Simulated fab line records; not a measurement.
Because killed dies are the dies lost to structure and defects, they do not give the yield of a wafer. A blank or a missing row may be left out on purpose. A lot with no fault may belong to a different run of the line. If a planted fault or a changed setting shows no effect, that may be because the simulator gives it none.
fab line records -- flow sky130 -- part 1 of 2: steps 1 to 32 of 45
record lots=5, wafers=15, last_day=49
route steps=708 shown SONOS_ONO@168 GATE_OXIDE@187 POLY_GATE@204 RES_PROTECT@206
lots with no fault: from the same line, run without faults
start_h: the number of hours between the record's first day and the start of the first shown wafer of the lot -- wait_h: hours from the lot's prior step to this one -- " the same as in the row above -- L1.1+2: a row that stands for several wafers -- - no value, or no start given -- * or withheld: withheld -- < > ~ a bound
route shown NAME@n: a module of which the file shows steps, and the number in the route of the first -- usual: mean/standard deviation taken from wafers without a fault -- same: alike in all rows -- chamber/n: place in a boat -- sites: per-site readings -- _std_site: the values' standard deviation -- _edge_site: outer sites' mean less inner sites' -- radius_mm: how far each site lies from the wafer's centre -- mask NAME#n: copy n -- behind: tool/chamber where the wafer was last shaped -- hold: the reason the lot was held/the length of the hold in hours/how it ended -- device: the transistor (n, p or np) that didn't switch -- end of line: tests of these same wafers at the route's end -- a step without rows: its recipe alone -- killed: not the wafer's yield, but the dies lost to structure and defects at the first sort -- map: shows each die of a wafer: x if killed, . if not, _ if none is there
set.NAME: setting as actually run; set.NAME@STEP: the setting as run at that earlier step -- model.NAME: the simulator's own value behind a step, which no gauge read
lots at selected steps of the route; one table per step, one row per wafer
services: the hour from which a tool's chamber was out of use, counted from the record's first day as start_h (under 0 if before that day), plus the number of hours and why
## steps
# step SKY_SONOS_ONO_OXIDATION_00
# recipe temp_c=800, ambient=O2, idle_temp_c=700, ramp_up_c_per_min=10, ramp_down_c_per_min=3, stabilise_s=600, purge_s=300, target_thk_a=26, ox_time_s=1249
# usual tube_center_temp_C=800/0.064
lot.wafer,tool,chamber,start_h,wait_h,tube_center_temp_C
L076.4,furnace-01,0,265.03,0.1,799.97
L076.5,furnace-01,0,265.03,0.1,799.97
L076.6,furnace-01,0,265.03,0.1,799.91
L079.2,furnace-01,0,281.48,1.0,799.84
L079.3,furnace-01,0,281.48,1.0,799.89
L079.5,furnace-01,0,281.48,1.0,799.9
L081.1,furnace-02,0,315.73,1.1,800.01
L081.2,furnace-02,0,315.73,1.1,800.07
L081.5,furnace-02,0,315.73,1.1,799.86
L089.2,furnace-02,0,390.56,1.1,799.93
L089.4,furnace-02,0,390.56,1.1,799.86
L089.5,furnace-02,0,390.56,1.1,799.98
L092.1,furnace-01,0,398.36,0.0,800.01
L092.2,furnace-01,0,398.36,0.0,800
L092.3,furnace-01,0,398.36,0.0,800.04
# step SKY_SONOS_ONO_THK_MEAS_01
# recipe reads=SiO2_of_SONOS_ONO_OXIDATION_00
# usual SONOS_ONO_OXIDATION_THK=2.59/0.059
lot.wafer,tool,chamber,start_h,wait_h,SONOS_ONO_OXIDATION_THK[nm]
L076.4,film_metro-03,-,266.41,0.0,2.59
L076.5,film_metro-03,-,266.41,0.0,2.62
L076.6,film_metro-03,-,266.41,0.0,2.56
L079.2,film_metro-02,-,282.84,0.0,2.62
L079.3,film_metro-02,-,282.84,0.0,2.58
L079.5,film_metro-02,-,282.84,0.0,2.56
L081.1,film_metro-02,-,317.08,0.0,2.63
L081.2,film_metro-02,-,317.08,0.0,2.56
L081.5,film_metro-02,-,317.08,0.0,2.63
L089.2,film_metro-02,-,391.91,0.0,2.67
L089.4,film_metro-02,-,391.91,0.0,2.55
L089.5,film_metro-02,-,391.91,0.0,2.59
L092.1,film_metro-03,-,399.71,0.0,2.61
L092.2,film_metro-03,-,399.71,0.0,2.50
L092.3,film_metro-03,-,399.71,0.0,2.63
# step SKY_SONOS_ONO_CVD_02
# recipe material=Si3N4, precursor=DCS/NH3, target_thk_nm=10.5, temp_c=770, time_s=180, pressure_mtorr=250
lot.wafer,tool,chamber,start_h,wait_h
L076.4+5+6,lpcvd-02,1,266.44,0.0
L079.2+3+5,lpcvd-02,1,284.47,1.6
L081.1+2+5,lpcvd-02,0,317.70,0.6
L089.2+4+5,lpcvd-02,0,392.12,0.2
L092.1+2+3,lpcvd-02,0,400.36,0.6
# step SKY_SONOS_ONO_THK_MEAS_03
# recipe reads=Si3N4_of_SONOS_ONO_CVD_02
# usual SONOS_ONO_CVD_02_THK=10.47/0.17
lot.wafer,tool,chamber,start_h,wait_h,SONOS_ONO_CVD_02_THK[nm]
L076.4,film_metro-02,-,267.52,0.0,10.09
L076.5,film_metro-02,-,267.52,0.0,10.35
L076.6,film_metro-02,-,267.52,0.0,10.43
L079.2,film_metro-03,-,285.53,0.0,10.67
L079.3,film_metro-03,-,285.53,0.0,10.64
L079.5,film_metro-03,-,285.53,0.0,10.62
L081.1,film_metro-02,-,318.75,0.0,10.54
L081.2,film_metro-02,-,318.75,0.0,10.48
L081.5,film_metro-02,-,318.75,0.0,10.52
L089.2,film_metro-02,-,393.71,0.0,10.34
L089.4,film_metro-02,-,393.71,0.0,10.31
L089.5,film_metro-02,-,393.71,0.0,10.29
L092.1,film_metro-02,-,401.41,0.0,10.36
L092.2,film_metro-02,-,401.41,0.0,10.52
L092.3,film_metro-02,-,401.41,0.0,10.49
# step SKY_SONOS_ONO_CVD_04
# recipe material=SiO2, precursor=SiH4/N2O, target_thk_nm=5.7199, temp_c=900, pressure_mtorr=400
lot.wafer,tool,chamber,start_h,wait_h
L076.4+5+6,lpcvd-03,0,267.55,0.0
L079.2+3+5,lpcvd-03,0,285.58,0.0
L081.1+2+5,lpcvd-03,1,318.81,0.1
L089.2+4+5,lpcvd-03,0,393.76,0.0
L092.1+2+3,lpcvd-03,1,401.67,0.2
# step SKY_SONOS_ONO_THK_MEAS_05
# recipe reads=SiO2_of_SONOS_ONO_CVD_04
# usual SONOS_ONO_CVD_04_THK=5.71/0.14
lot.wafer,tool,chamber,start_h,wait_h,SONOS_ONO_CVD_04_THK[nm]
L076.4,film_metro-01,-,268.83,0.0,5.83
L076.5,film_metro-01,-,268.83,0.0,5.89
L076.6,film_metro-01,-,268.83,0.0,5.93
L079.2,film_metro-01,-,286.84,0.0,5.74
L079.3,film_metro-01,-,286.84,0.0,5.69
L079.5,film_metro-01,-,286.84,0.0,5.73
L081.1,film_metro-01,-,320.06,0.0,5.82
L081.2,film_metro-01,-,320.06,0.0,5.92
L081.5,film_metro-01,-,320.06,0.0,6.06
L089.2,film_metro-02,-,395.02,0.0,5.59
L089.4,film_metro-02,-,395.02,0.0,5.58
L089.5,film_metro-02,-,395.02,0.0,5.68
L092.1,film_metro-01,-,402.92,0.0,5.69
L092.2,film_metro-01,-,402.92,0.0,5.82
L092.3,film_metro-01,-,402.92,0.0,5.87
# step SKY_SONOS_ONO_DEHYDRATE_06
# recipe temp_c=200, time_s=60
lot.wafer,tool,chamber,start_h,wait_h
L076.4+5+6,litho_track-02,0,280.41,11.6
L079.2+3+5,litho_track-02,0,298.46,11.6
L081.1+2+5,litho_track-01,0,332.67,12.6
L089.2+4+5,litho_track-02,0,409.26,14.2
L092.1+2+3,litho_track-04,0,416.85,13.9
# step SKY_SONOS_ONO_HMDS_07
# recipe prime_time_s=60, prime_temp_c=120
lot.wafer,tool,chamber,start_h,wait_h
L076.4+5+6,litho_track-02,0,280.56,0.1
L079.2+3+5,litho_track-02,0,298.61,0.1
L081.1+2+5,litho_track-01,0,332.82,0.1
L089.2+4+5,litho_track-02,0,409.41,0.1
L092.1+2+3,litho_track-04,0,417.00,0.1
# step SKY_SONOS_ONO_COAT_08
# recipe resist=NOVOLAK, spin_rpm=3000, resist_thk_nm=1140
lot.wafer,tool,chamber,start_h,wait_h
L076.4+5+6,litho_track-02,0,280.71,0.1
L079.2+3+5,litho_track-02,0,298.76,0.1
L081.1+2+5,litho_track-01,0,332.97,0.1
L089.2+4+5,litho_track-02,0,409.56,0.1
L092.1+2+3,litho_track-04,0,417.15,0.1
# step SKY_SONOS_ONO_SOFTBAKE_09
# recipe temp_c=90, time_s=60, resist=NOVOLAK
lot.wafer,tool,chamber,start_h,wait_h
L076.4+5+6,litho_track-02,0,280.86,0.1
L079.2+3+5,litho_track-02,0,298.91,0.1
L081.1+2+5,litho_track-01,0,333.12,0.1
L089.2+4+5,litho_track-02,0,409.71,0.1
L092.1+2+3,litho_track-04,0,417.30,0.1
# step SKY_SONOS_ONO_EXPOSE_10
# recipe mask_id=ONOM, target_cd_nm=410, na=0.6, source_shape=conventional, sigma_outer=0.6, dose_mj=150
# usual reticle_temp_C=23.01/0.1
lot.wafer,tool,chamber,start_h,wait_h,mask,reticle_temp_C
L076.4,iline_stepper-01,0,-,-,ONOM#0,23.09
L076.5,iline_stepper-01,0,-,-,ONOM#0,22.96
L076.6,iline_stepper-01,0,-,-,ONOM#0,23.03
L079.2,iline_stepper-02,0,-,-,ONOM#0,23.01
L079.3,iline_stepper-02,0,-,-,ONOM#0,23.15
L079.5,iline_stepper-02,0,-,-,ONOM#0,23.10
L081.1,iline_stepper-01,0,-,-,ONOM#0,23.09
L081.2,iline_stepper-01,0,-,-,ONOM#0,22.98
L081.5,iline_stepper-01,0,-,-,ONOM#0,22.90
L089.2,iline_stepper-02,0,-,-,ONOM#0,22.98
L089.4,iline_stepper-02,0,-,-,ONOM#0,23.01
L089.5,iline_stepper-02,0,-,-,ONOM#0,22.97
L092.1,iline_stepper-01,0,-,-,ONOM#0,22.94
L092.2,iline_stepper-01,0,-,-,ONOM#0,23.04
L092.3,iline_stepper-01,0,-,-,ONOM#0,23.02
# step SKY_SONOS_ONO_PEB_11
# recipe temp_c=withheld, time_s=*, resist=NOVOLAK
lot.wafer,tool,chamber,start_h,wait_h
L076.4+5+6,litho_track-01,0,-,-
L079.2+3+5,litho_track-02,0,-,-
L081.1+2+5,litho_track-02,0,-,-
L089.2+4+5,litho_track-02,0,-,-
L092.1+2+3,litho_track-02,0,-,-
# step SKY_SONOS_ONO_DEVELOP_12
# recipe develop_time_s=60, dev_temp_c=23
lot.wafer,tool,chamber,start_h,wait_h
L076.4+5+6,litho_track-01,0,293.14,0.1
L079.2+3+5,litho_track-02,0,311.86,0.1
L081.1+2+5,litho_track-02,0,346.44,0.1
L089.2+4+5,litho_track-02,0,424.46,0.1
L092.1+2+3,litho_track-02,0,431.54,0.1
# step SKY_SONOS_ONO_CD_MEAS_13
# recipe target_cd_nm=410
# usual cd_nm=410.1/2.4
lot.wafer,tool,chamber,start_h,wait_h,cd_nm
L076.4,cd_sem-01,-,293.28,0.1,413.5
L076.5,cd_sem-01,-,293.28,0.1,413.8
L076.6,cd_sem-01,-,293.28,0.1,413.6
L079.2,cd_sem-01,-,312.01,0.1,411.5
L079.3,cd_sem-01,-,312.01,0.1,412.3
L079.5,cd_sem-01,-,312.01,0.1,411.6
L081.1,cd_sem-01,-,346.59,0.1,413.2
L081.2,cd_sem-01,-,346.59,0.1,413.4
L081.5,cd_sem-01,-,346.59,0.1,415.4
L089.2,cd_sem-01,-,424.61,0.1,409.5
L089.4,cd_sem-01,-,424.61,0.1,409.3
L089.5,cd_sem-01,-,424.61,0.1,406.7
L092.1,cd_sem-02,-,431.69,0.1,414.4
L092.2,cd_sem-02,-,431.69,0.1,413.5
L092.3,cd_sem-02,-,431.69,0.1,413.2
# step SKY_SONOS_ONO_OVL_MEAS_14
# usual SONOS_ONO_OVL=0.4/1.4
lot.wafer,tool,chamber,start_h,wait_h,SONOS_ONO_OVL[nm]
L076.4,overlay-02,-,293.36,0.1,0.8
L076.5,overlay-02,-,293.36,0.1,1.6
L076.6,overlay-02,-,293.36,0.1,1.7
L079.2,overlay-02,-,312.11,0.1,1.3
L079.3,overlay-02,-,312.11,0.1,-0.2
L079.5,overlay-02,-,312.11,0.1,-0.4
L081.1,overlay-02,-,346.71,0.1,0.2
L081.2,overlay-02,-,346.71,0.1,2.6
L081.5,overlay-02,-,346.71,0.1,0.8
L089.2,overlay-01,-,424.71,0.1,-1.4
L089.4,overlay-01,-,424.71,0.1,-0.7
L089.5,overlay-01,-,424.71,0.1,-1.0
L092.1,overlay-01,-,431.81,0.1,0.2
L092.2,overlay-01,-,431.81,0.1,0.1
L092.3,overlay-01,-,431.81,0.1,-1.1
# step SKY_SONOS_ONO_ETCH_15
# recipe target_depth_nm=19.52, chemistry=CHF3/O2, source_w=600, bias_w=200, pressure_mtorr=40, chf3_flow_sccm=50, O2_flow_sccm=5, time_s=7.8
# usual drypump_motor_current_A=5.6/0.52, oes_product_au=1.003/0.01, throttle_valve_pct=8.823/0.011
lot.wafer,tool,chamber,start_h,wait_h,drypump_motor_current_A,oes_product_au,rf_hours_counter_h,throttle_valve_pct
L076.4,rie_diel-04,2,293.37,0.0,5.3,1.010,42,8.829
L076.5,rie_diel-04,2,293.37,0.0,5.2,1.006,-,8.829
L076.6,rie_diel-04,3,293.37,0.0,5.8,1.007,-,8.811
L079.2,rie_diel-03,2,312.14,0.0,4.9,1.002,11,8.814
L079.3,rie_diel-03,1,312.14,0.0,5.6,1.000,6,8.830
L079.5,rie_diel-03,2,312.14,0.0,5.0,1.001,-,8.817
L081.1,rie_diel-03,3,346.74,0.0,5.4,1.000,26,8.799
L081.2,rie_diel-03,0,346.74,0.0,6.3,0.976,8,8.809
L081.5,rie_diel-03,1,346.74,0.0,5.6,0.995,-,8.810
L089.2,rie_diel-02,1,424.74,0.0,5.6,1.010,69,8.812
L089.4,rie_diel-02,0,424.74,0.0,6.4,1.012,70,8.819
L089.5,rie_diel-02,2,424.74,0.0,6.4,1.013,-,8.834
L092.1,rie_diel-02,0,431.84,0.0,6.3,1.000,70,8.833
L092.2,rie_diel-02,2,431.84,0.0,6.4,1.015,8,8.814
L092.3,rie_diel-02,3,431.84,0.0,5.4,0.986,2,8.815
# step SKY_SONOS_ONO_WET_ETCH_16
# recipe chemistry=dHF, target_depth_nm=14, dry=n2_spin, target=SiO2, dilution=100:1, temp_c=25, time_s=280
lot.wafer,tool,chamber,start_h,wait_h
L076.4+5+6,wet_bench-01,2,293.39,0.0
L079.2+3+5,wet_bench-03,3,312.16,0.0
L081.1+2+5,wet_bench-03,2,346.76,0.0
L089.2+4+5,wet_bench-02,1,424.76,0.0
L092.1+2+3,wet_bench-01,2,431.86,0.0
# step SKY_SONOS_ONO_STRIP_17
# recipe chemistry=O2/N2, power_w=1400, pressure_mtorr=1500, platen_temp_c=withheld, o2_flow_sccm=3000, n2_flow_sccm=300, overash_fraction=0.5
# usual drypump_motor_current_A=5.6/0.4, oes_product_au=0.709/0.0046, strip_time_to_endpoint_s=14.11/0.039
# same overash_fraction=0.5
lot.wafer,tool,chamber,start_h,wait_h,drypump_motor_current_A,oes_product_au,rf_hours_counter_h,strip_time_to_endpoint_s
L076.4,plasma_asher-02,1,293.52,0.0,5.4,0.712,-,14.06
L076.5,plasma_asher-02,1,293.52,0.0,5.4,0.705,-,14.09
L076.6,plasma_asher-02,0,293.52,0.0,5.6,0.701,-,14.08
L079.2,plasma_asher-02,1,312.26,0.0,5.4,0.706,63,14.07
L079.3,plasma_asher-02,0,312.26,0.0,5.7,0.705,-,14.12
L079.5,plasma_asher-02,0,312.26,0.0,5.7,0.708,-,14.10
L081.1,plasma_asher-04,1,346.85,0.0,5.0,0.706,67,14.15
L081.2,plasma_asher-04,0,346.85,0.0,6.3,0.704,67,14.19
L081.5,plasma_asher-04,0,346.85,0.0,6.3,0.702,-,14.15
L089.2,plasma_asher-04,0,424.85,0.0,6.3,0.706,76,14.12
L089.4,plasma_asher-04,0,424.85,0.0,6.3,0.711,-,14.07
L089.5,plasma_asher-04,0,424.85,0.0,6.2,0.704,-,14.11
L092.1,plasma_asher-04,0,431.95,0.0,6.3,0.708,76,14.16
L092.2,plasma_asher-04,1,431.95,0.0,5.0,0.707,76,14.14
L092.3,plasma_asher-04,1,431.95,0.0,5.0,0.716,-,14.14
# step SKY_SONOS_ONO_WET_ETCH_18
# recipe chemistry=H3PO4, target_depth_nm=15, target=Si3N4, temp_c=160, time_s=172
lot.wafer,tool,chamber,start_h,wait_h
L076.4+5+6,wet_bench-01,2,293.59,0.0
L079.2+3+5,wet_bench-01,3,312.36,0.1
L081.1+2+5,wet_bench-01,3,346.95,0.1
L089.2+4+5,wet_bench-01,0,424.95,0.1
L092.1+2+3,wet_bench-02,2,432.05,0.1
# step SKY_GATE_OXIDE_CLEAN_00
# recipe chemistry=SC1/SC2, mix=1:4:20, temp_c=70, time_s=150, dry=n2_spin
lot.wafer,tool,chamber,start_h,wait_h
L076.4+5+6,wet_bench-03,1,293.65,0.0
L079.2+3+5,wet_bench-02,2,312.41,0.0
L081.1+2+5,wet_bench-03,0,347.01,0.0
L089.2+4+5,wet_bench-03,0,425.01,0.0
L092.1+2+3,wet_bench-03,2,432.11,0.0
# step SKY_GATE_OXIDE_OXIDATION_01
# recipe temp_c=900, ambient=O2, stabilise_s=600, purge_s=300, target_thk_a=102.68, ox_time_s=1473
# usual tube_center_temp_C=900/0.089
lot.wafer,tool,chamber,start_h,wait_h,tube_center_temp_C
L076.4,furnace-02,0,297.86,4.2,900
L076.5,furnace-02,0,297.86,4.2,899.98
L076.6,furnace-02,0,297.86,4.2,900
L079.2,furnace-02,0,312.79,0.3,900.18
L079.3,furnace-02,0,312.79,0.3,899.99
L079.5,furnace-02,0,312.79,0.3,900.15
L081.1,furnace-01,0,349.74,2.7,900.17
L081.2,furnace-01,0,349.74,2.7,899.9
L081.5,furnace-01,0,349.74,2.7,899.93
L089.2,furnace-02,0,425.29,0.2,899.99
L089.4,furnace-02,0,425.29,0.2,900.09
L089.5,furnace-02,0,425.29,0.2,900.02
L092.1,furnace-01,0,432.86,0.7,900.11
L092.2,furnace-01,0,432.86,0.7,899.96
L092.3,furnace-01,0,432.86,0.7,900.08
# step SKY_GATE_OXIDE_THK_MEAS_02
# recipe reads=SiO2_of_GATE_OXIDE_OXIDATION_01
# usual GATE_OXIDE_OXIDATION_00_THK=10.20/0.17
lot.wafer,tool,chamber,start_h,wait_h,GATE_OXIDE_OXIDATION_00_THK[nm]
L076.4,film_metro-02,-,299.30,0.0,10.37
L076.5,film_metro-02,-,299.30,0.0,10.35
L076.6,film_metro-02,-,299.30,0.0,10.43
L079.2,film_metro-02,-,314.21,0.0,9.83
L079.3,film_metro-02,-,314.21,0.0,10.02
L079.5,film_metro-02,-,314.21,0.0,9.79
L081.1,film_metro-01,-,351.15,0.0,10.22
L081.2,film_metro-01,-,351.15,0.0,9.99
L081.5,film_metro-01,-,351.15,0.0,10.09
L089.2,film_metro-01,-,426.71,0.0,10.05
L089.4,film_metro-01,-,426.71,0.0,9.99
L089.5,film_metro-01,-,426.71,0.0,10.05
L092.1,film_metro-02,-,434.27,0.0,10.33
L092.2,film_metro-02,-,434.27,0.0,10.41
L092.3,film_metro-02,-,434.27,0.0,10.27
# step SKY_GATE_OXIDE_DEHYDRATE_03
# recipe temp_c=200, time_s=60
lot.wafer,tool,chamber,start_h,wait_h
L076.4+5+6,litho_track-03,0,311.88,12.6
L079.2+3+5,litho_track-01,0,326.84,12.6
L081.1+2+5,litho_track-01,0,364.17,13.0
L089.2+4+5,litho_track-03,0,441.73,15.0
L092.1+2+3,litho_track-01,0,448.67,14.4
# step SKY_GATE_OXIDE_HMDS_04
# recipe prime_time_s=60, prime_temp_c=120
lot.wafer,tool,chamber,start_h,wait_h
L076.4+5+6,litho_track-03,0,312.03,0.1
L079.2+3+5,litho_track-01,0,326.99,0.1
L081.1+2+5,litho_track-01,0,364.32,0.1
L089.2+4+5,litho_track-03,0,441.88,0.1
L092.1+2+3,litho_track-01,0,448.82,0.1
# step SKY_GATE_OXIDE_COAT_05
# recipe resist=NOVOLAK, spin_rpm=3000, resist_thk_nm=1140
lot.wafer,tool,chamber,start_h,wait_h
L076.4+5+6,litho_track-03,0,312.18,0.1
L079.2+3+5,litho_track-01,0,327.14,0.1
L081.1+2+5,litho_track-01,0,364.47,0.1
L089.2+4+5,litho_track-03,0,442.03,0.1
L092.1+2+3,litho_track-01,0,448.97,0.1
# step SKY_GATE_OXIDE_SOFTBAKE_06
# recipe temp_c=90, time_s=60, resist=NOVOLAK
lot.wafer,tool,chamber,start_h,wait_h
L076.4+5+6,litho_track-03,0,312.33,0.1
L079.2+3+5,litho_track-01,0,327.29,0.1
L081.1+2+5,litho_track-01,0,364.62,0.1
L089.2+4+5,litho_track-03,0,442.18,0.1
L092.1+2+3,litho_track-01,0,449.12,0.1
# step SKY_GATE_OXIDE_EXPOSE_07
# recipe mask_id=LVOM, na=0.6, source_shape=conventional, sigma_outer=0.6, polarization=unpolarized, target_cd_nm=600, dose_mj=170
# usual reticle_temp_C=22.98/0.12
lot.wafer,tool,chamber,start_h,wait_h,mask,reticle_temp_C
L076.4,iline_stepper-02,0,-,-,LVOM#0,22.82
L076.5,iline_stepper-02,0,-,-,LVOM#0,22.79
L076.6,iline_stepper-02,0,-,-,LVOM#0,22.83
L079.2,iline_stepper-02,0,-,-,LVOM#0,22.91
L079.3,iline_stepper-02,0,-,-,LVOM#0,22.92
L079.5,iline_stepper-02,0,-,-,LVOM#0,22.88
L081.1,iline_stepper-01,0,-,-,LVOM#0,23.01
L081.2,iline_stepper-01,0,-,-,LVOM#0,22.80
L081.5,iline_stepper-01,0,-,-,LVOM#0,22.85
L089.2,iline_stepper-01,0,-,-,LVOM#0,22.99
L089.4,iline_stepper-01,0,-,-,LVOM#0,22.84
L089.5,iline_stepper-01,0,-,-,LVOM#0,22.98
L092.1,iline_stepper-02,0,-,-,LVOM#0,23.19
L092.2,iline_stepper-02,0,-,-,LVOM#0,23.16
L092.3,iline_stepper-02,0,-,-,LVOM#0,23.21
# step SKY_GATE_OXIDE_PEB_08
# recipe temp_c=withheld, time_s=*, resist=NOVOLAK
lot.wafer,tool,chamber,start_h,wait_h
L076.4+5+6,litho_track-04,0,-,-
L079.2+3+5,litho_track-01,0,-,-
L081.1+2+5,litho_track-01,0,-,-
L089.2+4+5,litho_track-01,0,-,-
L092.1+2+3,litho_track-01,0,-,-
# step SKY_GATE_OXIDE_DEVELOP_09
# recipe resist=NOVOLAK, developer=TMAH, develop_time_s=60, dev_temp_c=23
lot.wafer,tool,chamber,start_h,wait_h
L076.4+5+6,litho_track-04,0,325.12,0.1
L079.2+3+5,litho_track-01,0,340.34,0.1
L081.1+2+5,litho_track-01,0,379.17,0.1
L089.2+4+5,litho_track-01,0,457.49,0.1
L092.1+2+3,litho_track-01,0,464.87,0.1
# step SKY_GATE_OXIDE_OVL_MEAS_10
# usual GATE_OXIDE_OVL=0.5/1.2
lot.wafer,tool,chamber,start_h,wait_h,GATE_OXIDE_OVL[nm]
L076.4,overlay-02,-,325.22,0.1,1.1
L076.5,overlay-02,-,325.22,0.1,2.1
L076.6,overlay-02,-,325.22,0.1,0.1
L079.2,overlay-02,-,340.47,0.1,0.2
L079.3,overlay-02,-,340.47,0.1,0.2
L079.5,overlay-02,-,340.47,0.1,0.8
L081.1,overlay-01,-,379.32,0.1,-0.4
L081.2,overlay-01,-,379.32,0.1,1.1
L081.5,overlay-01,-,379.32,0.1,0.8
L089.2,overlay-02,-,457.62,0.1,0.4
L089.4,overlay-02,-,457.62,0.1,-0.1
L089.5,overlay-02,-,457.62,0.1,-1.5
L092.1,overlay-02,-,465.02,0.1,-0.1
L092.2,overlay-02,-,465.02,0.1,-1.1
L092.3,overlay-02,-,465.02,0.1,-0.3
# step SKY_GATE_OXIDE_IMPLANT_11
# recipe species=B, energy_kev=10, dose_cm2=2.6e+12, tilt_deg=withheld
# usual beam_on_s=10.00/0.21
lot.wafer,tool,chamber,start_h,wait_h,beam_on_s
L076.4,implanter-03,0,325.31,0.1,10.11
L076.5,implanter-03,0,325.31,0.1,9.84
L076.6,implanter-03,0,325.31,0.1,10.50
L079.2,implanter-02,0,340.53,0.0,9.71
L079.3,implanter-02,0,340.53,0.0,9.91
L079.5,implanter-02,0,340.53,0.0,9.91
L081.1,implanter-02,0,379.35,0.0,10.15
L081.2,implanter-02,0,379.35,0.0,10.01
L081.5,implanter-02,0,379.35,0.0,9.78
L089.2,implanter-01,0,457.68,0.0,9.72
L089.4,implanter-01,0,457.68,0.0,9.99
L089.5,implanter-01,0,457.68,0.0,9.80
L092.1,implanter-01,0,465.05,0.0,9.89
L092.2,implanter-01,0,465.05,0.0,9.47
L092.3,implanter-01,0,465.05,0.0,10.14
# step SKY_GATE_OXIDE_WET_ETCH_12
# recipe chemistry=dHF, target_depth_nm=16.8, dry=n2_spin, target=SiO2, dilution=100:1, temp_c=25, time_s=336
lot.wafer,tool,chamber,start_h,wait_h
L076.4+5+6,wet_bench-02,3,325.38,0.1
L079.2+3+5,wet_bench-02,0,340.65,0.1
L081.1+2+5,wet_bench-01,1,379.50,0.1
L089.2+4+5,wet_bench-03,0,457.80,0.1
L092.1+2+3,wet_bench-02,1,465.20,0.1
